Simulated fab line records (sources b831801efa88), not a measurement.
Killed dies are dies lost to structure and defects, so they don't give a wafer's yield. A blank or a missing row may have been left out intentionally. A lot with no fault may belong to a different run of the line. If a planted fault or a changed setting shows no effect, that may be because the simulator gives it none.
fab line records	flow sky130
record lots=24	wafers=72	last-day=50
route steps=708 shown VIA2@522 CAPM@549 VIA3@593 CAP2M@616 VIA4@641
lots with no fault: from the same line, run without faults
start-h: hours from the record's opening day to when the first of the lot's shown wafers began	wait-h: how many hours have passed since the lot's step before this one	" unchanged from the row above	L1.1+2: a single row standing in for several wafers	- value missing, or start not given	* or withheld: withheld	< > ~ a bound
route shown NAME@n: NAME is a module with steps in the file, n the number in the route of the first one	usual: mean/standard deviation of fault-free wafers	same: alike in all rows	chamber/n: place in a boat	sites: readings site by site	_std_site: standard deviation of those values	_edge_site: inner sites' mean taken away from outer sites' mean	radius-mm: how far each site lies from the wafer's centre	mask NAME#n: copy n	behind: the last tool/chamber to shape the wafer	hold: why the lot was held/for how many hours/how that ended	device: the n, p or np transistor that did not switch	end of line: the route-end tests of the same wafers	a step given without rows: its recipe and nothing more	killed: count of dies lost to structure and defects at first sort (not the wafer's yield)	map: dies across one wafer; x = killed, . = not, _ = none there
set.NAME: the setting as run; set.NAME@STEP: as run at that earlier step	model.NAME: the simulator's own value behind a step, which no gauge read
route steps across a sampled set of lots; one table per step, one row per wafer
services: from which hour (start-h, from the record's first day; less than 0 if before it) a tool's chamber was out of use, for how many hours, and why
## steps
# step SKY_VIA2_ETCH_15
# recipe target=SiO2	chemistry=C4F8/O2/Ar	target-depth-nm=546	stop-on=TiN	mask-material=KrF-thick	source-w=1500	bias-w=1200	pressure-mtorr=40	c4f8-flow-sccm=withheld	O2_flow_sccm=6	Ar_flow_sccm=300	time-s=84
# usual oes-product-au=0.940/0.0047
lot.wafer	tool	chamber	start-h	wait-h	oes-product-au	rf-hours-counter-h
L074.2	rie-diel-01	1	839.31	0.0	0.931	5
L074.3	"	0	"	"	0.943	5
L074.6	"	0	"	"	0.943	-
L075.1	rie-diel-02	1	854.03	0.0	0.941	15
L075.5	"	2	"	"	0.944	-
L075.6	"	1	"	"	0.937	-
L076.1	rie-diel-04	3	858.59	0.0	0.942	21
L076.4	"	1	"	"	0.937	16
L076.5	"	3	"	"	0.939	-
L077.4	rie-diel-01	2	873.46	0.0	0.937	9
L077.5	"	3	"	"	0.939	-
L077.6	"	2	"	"	0.940	-
L078.1	rie-diel-02	0	880.46	0.0	0.934	2
L078.2	"	1	"	"	0.940	16
L078.3	"	2	"	"	0.935	19
L079.4	rie-diel-04	1	884.41	0.0	0.939	17
L079.5	"	2	"	"	0.938	-
L079.6	"	3	"	"	0.942	-
L080.1	rie-diel-04	3	886.14	0.0	0.940	23
L080.3	"	2	"	"	0.943	18
L080.6	"	1	"	"	0.936	-
L081.3	rie-diel-04	2	896.14	0.0	0.935	18
L081.4	"	3	"	"	0.938	23
L081.5	"	3	"	"	0.943	-
L082.1	rie-diel-01	2	913.51	0.0	0.941	10
L082.3	"	1	"	"	0.935	7
L082.6	"	2	"	"	0.946	-
L083.1	rie-diel-01	1	914.03	0.0	0.944	7
L083.2	"	0	"	"	0.937	6
L083.3	"	3	"	"	0.940	4
L084.4	rie-diel-01	2	926.31	0.0	0.942	-
L084.5	"	3	"	"	0.936	-
L084.6	"	1	"	"	0.939	-
L085.3	rie-diel-02	1	930.29	0.0	0.943	18
L085.4	"	2	"	"	0.939	21
L085.6	"	0	"	"	0.938	-
L086.3	rie-diel-02	3	938.49	0.0	0.942	2
L086.5	"	0	"	"	0.943	-
L086.6	"	3	"	"	0.945	-
L087.3	rie-diel-01	3	944.26	0.0	0.940	5
L087.5	"	3	"	"	0.940	-
L087.6	"	2	"	"	0.939	-
L088.1	rie-diel-02	3	949.03	0.0	0.939	2
L088.2	"	0	"	"	0.948	5
L088.3	"	2	"	"	0.933	22
L089.1	rie-diel-02	2	954.53	0.0	0.941	22
L089.5	"	2	"	"	0.931	-
L089.6	"	3	"	"	0.939	-
L090.2	rie-diel-02	1	969.78	0.0	0.931	19
L090.3	"	3	"	"	0.930	3
L090.4	"	0	"	"	0.930	6
L092.1	rie-diel-04	2	975.93	0.0	0.944	20
L092.3	"	0	"	"	0.933	11
L092.6	"	3	"	"	0.951	-
L091.1	rie-diel-02	2	978.84	0.0	0.940	23
L091.4	"	0	"	"	0.937	6
L091.6	"	3	"	"	0.946	-
L093.1	rie-diel-04	3	981.83	0.0	0.941	25
L093.2	"	1	"	"	0.936	20
L093.3	"	0	"	"	0.946	11
L094.4	rie-diel-01	2	993.66	0.0	0.930	13
L094.5	"	2	"	"	0.941	-
L094.6	"	3	"	"	0.937	-
L095.3	rie-diel-04	3	995.44	0.0	0.940	26
L095.5	"	0	"	"	0.944	-
L095.6	"	3	"	"	0.930	-
L097.2	rie-diel-04	2	1004.83	0.0	0.942	21
L097.4	"	1	"	"	0.946	20
L097.6	"	2	"	"	0.947	-
L096.2	rie-diel-02	1	1010.73	0.0	0.944	20
L096.4	"	3	"	"	0.946	4
L096.5	"	1	"	"	0.941	-
# step SKY_CAPM_OVL_MEAS_12
# usual CAPM_OVL=-0.7/1.7
lot.wafer	tool	chamber	start-h	wait-h	CAPM_OVL[nm]
L074.2	overlay-01	-	867.12	0.1	0.0
L074.3	"	-	"	"	-0.2
L074.6	"	-	"	"	0.2
L075.1	overlay-02	-	881.94	0.1	-3.4
L075.5	"	-	"	"	-2.3
L075.6	"	-	"	"	-2.7
L076.1	overlay-02	-	885.48	0.1	-0.5
L076.4	"	-	"	"	-0.6
L076.5	"	-	"	"	-1.8
L077.4	overlay-01	-	901.01	0.1	-2.6
L077.5	"	-	"	"	-1.8
L077.6	"	-	"	"	-1.9
L078.1	overlay-01	-	906.86	0.1	-1.2
L078.2	"	-	"	"	-1.3
L078.3	"	-	"	"	-2.0
L079.4	overlay-01	-	911.15	0.1	1.3
L079.5	"	-	"	"	2.0
L079.6	"	-	"	"	0.0
L080.1	overlay-01	-	912.68	0.1	-1.2
L080.3	"	-	"	"	-2.0
L080.6	"	-	"	"	0.0
L081.3	overlay-02	-	922.50	0.1	0.2
L081.4	"	-	"	"	-0.7
L081.5	"	-	"	"	1.1
L082.1	overlay-02	-	939.33	0.1	-1.4
L082.3	"	-	"	"	0.2
L082.6	"	-	"	"	-0.9
L083.1	overlay-02	-	940.14	0.1	-3.5
L083.2	"	-	"	"	-2.3
L083.3	"	-	"	"	-3.1
L084.4	overlay-02	-	951.80	0.1	-1.6
L084.5	"	-	"	"	-1.4
L084.6	"	-	"	"	-0.5
L085.3	overlay-01	-	955.90	0.1	1.5
L085.4	"	-	"	"	1.8
L085.6	"	-	"	"	1.7
L086.3	overlay-01	-	964.97	0.1	-0.3
L086.5	"	-	"	"	-0.8
L086.6	"	-	"	"	-3.1
L087.3	overlay-02	-	969.95	0.1	1.6
L087.5	"	-	"	"	-0.6
L087.6	"	-	"	"	-0.7
L088.1	overlay-01	-	974.41	0.1	-2.6
L088.2	"	-	"	"	-2.5
L088.3	"	-	"	"	-2.1
L089.1	overlay-01	-	980.09	0.1	-0.2
L089.5	"	-	"	"	0.1
L089.6	"	-	"	"	1.8
L090.2	overlay-02	-	994.92	0.1	-2.9
L090.3	"	-	"	"	-2.9
L090.4	"	-	"	"	-3.9
L092.1	overlay-02	-	1001.34	0.1	0.5
L092.3	"	-	"	"	0.0
L092.6	"	-	"	"	1.3
L091.1	overlay-01	-	1004.19	0.1	2.7
L091.4	"	-	"	"	3.0
L091.6	"	-	"	"	3.1
L093.1	overlay-02	-	1006.64	0.1	-2.7
L093.2	"	-	"	"	-2.7
L093.3	"	-	"	"	-2.3
L094.4	overlay-01	-	1018.73	0.1	-0.4
L094.5	"	-	"	"	0.4
L094.6	"	-	"	"	0.1
L095.3	overlay-02	-	1020.55	0.1	-0.1
L095.5	"	-	"	"	0.7
L095.6	"	-	"	"	-0.1
L097.2	overlay-01	-	1029.62	0.1	-1.8
L097.4	"	-	"	"	-1.9
L097.6	"	-	"	"	-1.4
L096.2	overlay-02	-	1034.94	0.1	-0.7
L096.4	"	-	"	"	-0.9
L096.5	"	-	"	"	0.2
# step SKY_VIA3_SPUTTER_20
# recipe material=TiN	target-thk-nm=20	chamber-pressure-pa=5	power-w=4000	time-s=80
# usual throttle-valve-pct=30.1/1.2
lot.wafer	tool	chamber	start-h	wait-h	throttle-valve-pct
L074.2	pvd-sputter-01	-	921.54	0.0	31.8
L074.3	"	-	"	"	27.5
L074.6	"	-	"	"	27.6
L075.1	pvd-sputter-03	-	935.10	0.0	31.0
L075.5	"	-	"	"	31.0
L075.6	"	-	"	"	30.0
L076.1	pvd-sputter-03	-	938.11	0.0	30.4
L076.4	"	-	"	"	30.7
L076.5	"	-	"	"	30.3
L077.4	pvd-sputter-01	-	954.15	0.0	31.8
L077.5	"	-	"	"	28.0
L077.6	"	-	"	"	30.0
L078.1	pvd-sputter-01	-	958.95	0.0	27.6
L078.2	"	-	"	"	29.9
L078.3	"	-	"	"	32.2
L079.4	pvd-sputter-04	-	962.99	0.0	29.7
L079.5	"	-	"	"	29.9
L079.6	"	-	"	"	30.7
L080.1	pvd-sputter-03	-	964.40	0.0	31.0
L080.3	"	-	"	"	30.9
L080.6	"	-	"	"	30.6
L081.3	pvd-sputter-01	-	973.99	0.0	32.0
L081.4	"	-	"	"	31.3
L081.5	"	-	"	"	31.9
L082.1	pvd-sputter-03	-	990.50	0.0	29.7
L082.3	"	-	"	"	30.2
L082.6	"	-	"	"	30.7
L083.1	pvd-sputter-01	-	992.15	0.0	31.6
L083.2	"	-	"	"	30.0
L083.3	"	-	"	"	32.0
L084.4	pvd-sputter-03	-	1002.56	0.0	30.0
L084.5	"	-	"	"	29.9
L084.6	"	-	"	"	30.2
L085.3	pvd-sputter-04	-	1006.89	0.0	29.7
L085.4	"	-	"	"	29.9
L085.6	"	-	"	"	29.6
L086.3	pvd-sputter-01	-	1014.80	0.0	31.1
L086.5	"	-	"	"	31.2
L086.6	"	-	"	"	32.0
L087.3	pvd-sputter-04	-	1021.42	0.0	29.7
L087.5	"	-	"	"	30.4
L087.6	"	-	"	"	29.5
L088.1	pvd-sputter-01	-	1024.65	0.0	31.8
L088.2	"	-	"	"	32.1
L088.3	"	-	"	"	27.7
L089.1	pvd-sputter-03	-	1029.48	0.0	30.0
L089.5	"	-	"	"	30.0
L089.6	"	-	"	"	30.7
L090.2	pvd-sputter-01	-	1043.58	0.0	31.9
L090.3	"	-	"	"	30.0
L090.4	"	-	"	"	31.2
L092.1	pvd-sputter-01	-	1049.69	0.0	31.6
L092.3	"	-	"	"	30.1
L092.6	"	-	"	"	31.5
L091.1	pvd-sputter-04	-	1052.45	0.0	30.2
L091.4	"	-	"	"	30.4
L091.6	"	-	"	"	29.3
L093.1	pvd-sputter-03	-	1054.64	0.0	29.6
L093.2	"	-	"	"	30.3
L093.3	"	-	"	"	30.9
L094.4	pvd-sputter-04	-	1066.54	0.0	30.4
L094.5	"	-	"	"	29.3
L094.6	"	-	"	"	30.2
L095.3	pvd-sputter-01	-	1067.44	0.0	31.3
L095.5	"	-	"	"	27.7
L095.6	"	-	"	"	30.0
L097.2	pvd-sputter-01	-	1075.77	0.0	31.4
L097.4	"	-	"	"	27.7
L097.6	"	-	"	"	27.5
L096.2	pvd-sputter-04	-	1081.66	0.0	29.8
L096.4	"	-	"	"	30.4
L096.5	"	-	"	"	30.5
# step SKY_VIA3_CVD_21
# recipe material=W	target-thk-nm=390	time-s=117.31	temp-c=400	pressure-torr=40
# usual heater-power-w=911/69
lot.wafer	tool	chamber	start-h	wait-h	heater-power-w
L074.2	cvd-w-02	0	921.60	0.0	893
L074.3	"	1	"	"	862
L074.6	"	1	"	"	845
L075.1	cvd-w-02	0	935.16	0.0	928
L075.5	"	0	"	"	913
L075.6	"	1	"	"	874
L076.1	cvd-w-02	1	938.17	0.0	865
L076.4	"	0	"	"	897
L076.5	"	0	"	"	899
L077.4	cvd-w-01	1	954.26	0.1	1051
L077.5	"	1	"	"	1071
L077.6	"	0	"	"	874
L078.1	cvd-w-02	0	959.02	0.0	909
L078.2	"	1	"	"	855
L078.3	"	1	"	"	838
L079.4	cvd-w-01	0	963.09	0.1	840
L079.5	"	1	"	"	1006
L079.6	"	0	"	"	867
L080.1	cvd-w-02	0	964.46	0.0	924
L080.3	"	0	"	"	876
L080.6	"	1	"	"	880
L081.3	cvd-w-01	0	974.09	0.1	877
L081.4	"	1	"	"	1060
L081.5	"	0	"	"	856
L082.1	cvd-w-02	1	990.57	0.0	867
L082.3	"	0	"	"	903
L082.6	"	1	"	"	854
L083.1	cvd-w-02	1	992.21	0.0	824
L083.2	"	0	"	"	906
L083.3	"	0	"	"	907
L084.4	cvd-w-02	1	1002.66	0.1	866
L084.5	"	1	"	"	845
L084.6	"	0	"	"	914
L085.3	cvd-w-02	0	1006.99	0.1	914
L085.4	"	1	"	"	863
L085.6	"	0	"	"	904
L086.3	cvd-w-02	0	1014.90	0.1	901
L086.5	"	0	"	"	915
L086.6	"	1	"	"	868
L087.3	cvd-w-02	1	1021.52	0.1	856
L087.5	"	0	"	"	910
L087.6	"	1	"	"	849
L088.1	cvd-w-01	1	1024.71	0.0	1047
L088.2	"	0	"	"	898
L088.3	"	1	"	"	1056
L089.1	cvd-w-01	1	1029.54	0.0	1032
L089.5	"	1	"	"	1034
L089.6	"	0	"	"	867
L090.2	cvd-w-01	0	1043.64	0.0	871
L090.3	"	1	"	"	1042
L090.4	"	0	"	"	870
L092.1	cvd-w-01	1	1049.75	0.0	1043
L092.3	"	1	"	"	1065
L092.6	"	1	"	"	1054
L091.1	cvd-w-02	1	1052.51	0.0	876
L091.4	"	1	"	"	856
L091.6	"	1	"	"	876
L093.1	cvd-w-01	1	1054.70	0.0	1074
L093.2	"	0	"	"	873
L093.3	"	1	"	"	1038
L094.4	cvd-w-02	0	1066.64	0.1	912
L094.5	"	0	"	"	901
L094.6	"	1	"	"	852
L095.3	cvd-w-02	0	1067.54	0.1	889
L095.5	"	0	"	"	902
L095.6	"	1	"	"	858
L097.2	cvd-w-01	0	1075.83	0.0	893
L097.4	"	1	"	"	1022
L097.6	"	0	"	"	879
L096.2	cvd-w-02	0	1081.72	0.0	915
L096.4	"	0	"	"	892
L096.5	"	0	"	"	920
# step SKY_CAP2M_METAL_ETCH_13
# recipe target-depth-nm=220	stop-on=SiO2	chemistry=Cl2/BCl3	target=TiN	pressure-mtorr=10	icp-w=900	bias-w=48.5	Cl2_flow_sccm=60	bcl3-flow-sccm=30	time-s=62.9
# usual drypump-motor-current-A=5.6/0.55	oes-product-au=0.939/0.0071	throttle-valve-pct=21.903/0.009
lot.wafer	tool	chamber	start-h	wait-h	drypump-motor-current-A	oes-product-au	rf-hours-counter-h	throttle-valve-pct
L074.2	rie-metal-02	1	947.02	0.0	6.5	0.930	14	21.901
L074.3	"	1	"	"	6.5	0.938	-	21.894
L074.6	"	1	"	"	6.5	0.940	-	21.891
L075.1	rie-metal-01	0	960.23	0.0	4.9	0.940	2	21.928
L075.5	"	0	"	"	4.9	0.939	-	21.900
L075.6	"	1	"	"	5.7	0.939	-	21.891
L076.1	rie-metal-01	1	963.12	0.0	5.7	0.955	3	21.909
L076.4	"	1	"	"	5.6	0.942	-	21.907
L076.5	"	1	"	"	5.6	0.947	-	21.904
L077.4	rie-metal-03	0	979.04	0.1	5.7	0.934	-	21.918
L077.5	"	0	"	"	5.7	0.931	-	21.915
L077.6	"	0	"	"	5.7	0.929	-	21.904
L078.1	rie-metal-03	0	983.25	0.0	5.7	0.932	14	21.910
L078.2	"	0	"	"	5.7	0.934	-	21.901
L078.3	"	0	"	"	5.7	0.928	-	21.897
L079.4	rie-metal-02	0	987.57	0.0	6.3	0.938	-	21.895
L079.5	"	1	"	"	6.5	0.942	-	21.913
L079.6	"	0	"	"	6.3	0.949	-	21.908
L080.1	rie-metal-01	1	988.75	0.0	5.6	0.941	4	21.904
L080.3	"	1	"	"	5.6	0.936	-	21.917
L080.6	"	0	"	"	4.9	0.942	-	21.905
L081.3	rie-metal-02	0	997.77	0.0	6.3	0.948	-	21.902
L081.4	"	1	"	"	6.4	0.936	-	21.905
L081.5	"	0	"	"	6.3	0.941	-	21.904
L082.1	rie-metal-02	1	1014.92	0.0	6.4	0.954	19	21.914
L082.3	"	1	"	"	6.4	0.956	-	21.883
L082.6	"	0	"	"	6.3	0.952	-	21.884
L083.1	rie-metal-03	1	1016.63	0.0	5.0	0.927	2	21.912
L083.2	"	0	"	"	5.7	0.932	16	21.903
L083.3	"	0	"	"	5.7	0.940	-	21.900
L084.4	rie-metal-03	1	1026.69	0.0	5.0	0.944	-	21.889
L084.5	"	0	"	"	5.7	0.935	-	21.899
L084.6	"	1	"	"	5.0	0.945	-	21.907
L085.3	rie-metal-01	1	1031.16	0.0	5.7	0.939	-	21.921
L085.4	"	0	"	"	4.9	0.945	-	21.900
L085.6	"	1	"	"	5.6	0.940	-	21.890
L086.3	rie-metal-01	1	1038.79	0.0	5.7	0.931	-	21.892
L086.5	"	1	"	"	5.7	0.931	-	21.903
L086.6	"	0	"	"	4.9	0.944	-	21.910
L087.3	rie-metal-03	1	1044.82	0.0	5.0	0.934	-	21.903
L087.5	"	0	"	"	5.7	0.926	-	21.907
L087.6	"	1	"	"	5.0	0.936	-	21.906
L088.1	rie-metal-03	0	1047.73	0.0	5.7	0.947	17	21.887
L088.2	"	1	"	"	5.0	0.946	3	21.905
L088.3	"	0	"	"	5.7	0.937	-	21.912
L089.1	rie-metal-01	1	1052.63	0.0	5.7	0.936	7	21.902
L089.5	"	1	"	"	5.7	0.937	-	21.891
L089.6	"	0	"	"	4.8	0.939	-	21.901
L090.2	rie-metal-03	1	1065.42	0.0	5.0	0.930	4	21.909
L090.3	"	0	"	"	5.7	0.932	-	21.907
L090.4	"	1	"	"	5.0	0.935	-	21.910
L092.1	rie-metal-03	1	1071.60	0.0	5.0	0.926	5	21.903
L092.3	"	0	"	"	5.8	0.938	-	21.895
L092.6	"	1	"	"	5.0	0.926	-	21.911
L091.1	rie-metal-02	0	1073.93	0.0	6.2	0.952	16	21.892
L091.4	"	1	"	"	6.4	0.938	-	21.899
L091.6	"	1	"	"	6.4	0.937	-	21.894
L093.1	rie-metal-01	0	1076.95	0.0	4.9	0.942	7	21.886
L093.2	"	1	"	"	5.7	0.946	8	21.894
L093.3	"	0	"	"	4.9	0.940	-	21.888
L094.4	rie-metal-02	0	1088.94	0.0	6.2	0.938	-	21.889
L094.5	"	0	"	"	6.3	0.930	-	21.906
L094.6	"	1	"	"	6.4	0.933	-	21.914
L095.3	rie-metal-01	0	1089.46	0.0	4.9	0.923	-	21.906
L095.5	"	0	"	"	4.8	0.938	-	21.905
L095.6	"	1	"	"	5.6	0.937	-	21.912
L097.2	rie-metal-01	1	1096.85	0.0	5.6	0.945	10	21.895
L097.4	"	1	"	"	5.6	0.951	-	21.896
L097.6	"	1	"	"	5.7	0.950	-	21.909
L096.2	rie-metal-03	0	1102.83	0.0	5.7	0.948	20	21.892
L096.4	"	0	"	"	5.7	0.943	-	21.914
L096.5	"	0	"	"	5.7	0.946	-	21.901
# step SKY_VIA4_CMP_02
# recipe material=SiO2	down-force-psi=4	platen-rpm=60	pad-velocity-m-s=0.94248
# usual motor-current-A=12.2/1.4
lot.wafer	tool	chamber	start-h	wait-h	motor-current-A
L074.3	cmp-02	0	973.48	0.1	11.6
L074.2	"	1	"	"	11.2
L074.6	"	3	"	"	13.9
L075.1	cmp-01	2	986.65	0.3	12.2
L075.6	"	1	"	"	13.7
L075.5	"	2	"	"	11.4
L076.1	cmp-01	0	989.18	0.2	12.7
L076.4	"	1	"	"	13.9
L076.5	"	3	"	"	11.7
L077.4	cmp-02	1	1005.42	0.1	11.0
L077.5	"	0	"	"	12.1
L077.6	"	1	"	"	11.0
L078.3	cmp-02	1	1008.65	0.1	11.4
L078.2	"	2	"	"	9.7
L078.1	"	3	"	"	14.8
L079.4	cmp-02	3	1012.23	0.2	14.4
L079.6	"	0	"	"	11.1
L079.5	"	1	"	"	10.9
L080.1	cmp-02	3	1014.37	0.3	14.0
L080.3	"	2	"	"	10.2
L080.6	"	0	"	"	12.1
L081.3	cmp-02	0	1022.73	0.3	11.5
L081.4	"	2	"	"	9.8
L081.5	"	0	"	"	11.8
L082.1	cmp-02	0	1039.70	0.1	12.3
L082.3	"	2	"	"	10.1
L082.6	"	3	"	"	14.4
L083.2	cmp-01	0	1040.86	0.1	13.4
L083.3	"	1	"	"	14.5
L083.1	"	2	"	"	11.8
L084.4	cmp-01	3	1050.84	0.2	10.9
L084.5	"	0	"	"	14.0
L084.6	"	1	"	"	12.9
L085.3	cmp-02	3	1054.84	0.1	14.6
L085.4	"	1	"	"	10.7
L085.6	"	3	"	"	14.5
L086.3	cmp-01	1	1062.15	0.0	14.1
L086.6	"	1	"	"	13.7
L086.5	"	2	"	"	11.9
L087.3	cmp-01	0	1068.75	0.2	13.6
L087.5	"	1	"	"	13.5
L087.6	"	2	"	"	12.4
L088.3	cmp-01	1	1070.35	0.0	13.7
L088.1	"	2	"	"	11.5
L088.2	"	0	"	"	12.7
L089.1	cmp-02	2	1076.66	0.1	10.1
L089.6	"	2	"	"	10.6
L089.5	"	3	"	"	14.0
L090.4	cmp-02	3	1088.33	0.0	14.2
L090.2	"	0	"	"	11.6
L090.3	"	2	"	"	10.3
L092.3	cmp-02	2	1094.41	0.1	9.8
L092.1	"	3	"	"	14.5
L092.6	"	3	"	"	13.9
L091.1	cmp-01	3	1097.68	0.1	10.6
L091.4	"	0	"	"	13.3
L091.6	"	2	"	"	11.4
L093.2	cmp-01	2	1099.88	0.0	12.3
L093.3	"	3	"	"	11.7
L093.1	"	1	"	"	13.9
L094.4	cmp-01	3	1111.63	0.2	10.8
L094.6	"	0	"	"	13.2
L094.5	"	1	"	"	13.0
L095.3	cmp-01	3	1111.88	0.3	10.9
L095.5	"	1	"	"	13.2
L095.6	"	2	"	"	11.6
L097.2	cmp-02	3	1119.42	0.4	14.1
L097.4	"	1	"	"	11.0
L097.6	"	3	"	"	14.9
L096.4	cmp-01	0	1124.05	0.0	13.1
L096.2	"	3	"	"	11.0
L096.5	"	0	"	"	13.0
## services
tool	chamber	start-h	hours	kind
cvd-w-01	-	833.81	2.3	repair
cmp-02	-	856.66	0.4	repair
pvd-sputter-01	-	865.20	1.9	repair
rie-metal-03	-	868.31	2.8	pm
cvd-w-01	0	874.94	3.7	repair
pvd-sputter-01	-	887.18	3.8	repair
cvd-w-01	0	889.31	4.1	repair
cmp-02	-	893.60	2.6	repair
cvd-w-02	-	904.00	14.0	pm
cmp-01	-	912.00	4.0	pm
pvd-sputter-01	-	914.43	2.3	repair
cvd-w-02	-	969.06	9.7	repair
cmp-02	-	977.54	1.5	repair
cmp-02	-	983.28	0.6	repair
cmp-02	-	985.62	7.0	pm
pvd-sputter-01	-	993.96	13.2	repair
cmp-01	-	998.13	19.1	pm
cmp-01	-	1017.22	5.9	pm
cmp-02	-	1055.13	3.5	pm
cvd-w-02	1	1056.49	4.8	repair
cmp-02	-	1078.94	0.4	repair
cmp-02	-	1099.25	4.0	pm
cmp-02	-	1111.86	0.3	repair
cvd-w-02	0	1114.67	6.8	repair
## key
fault none
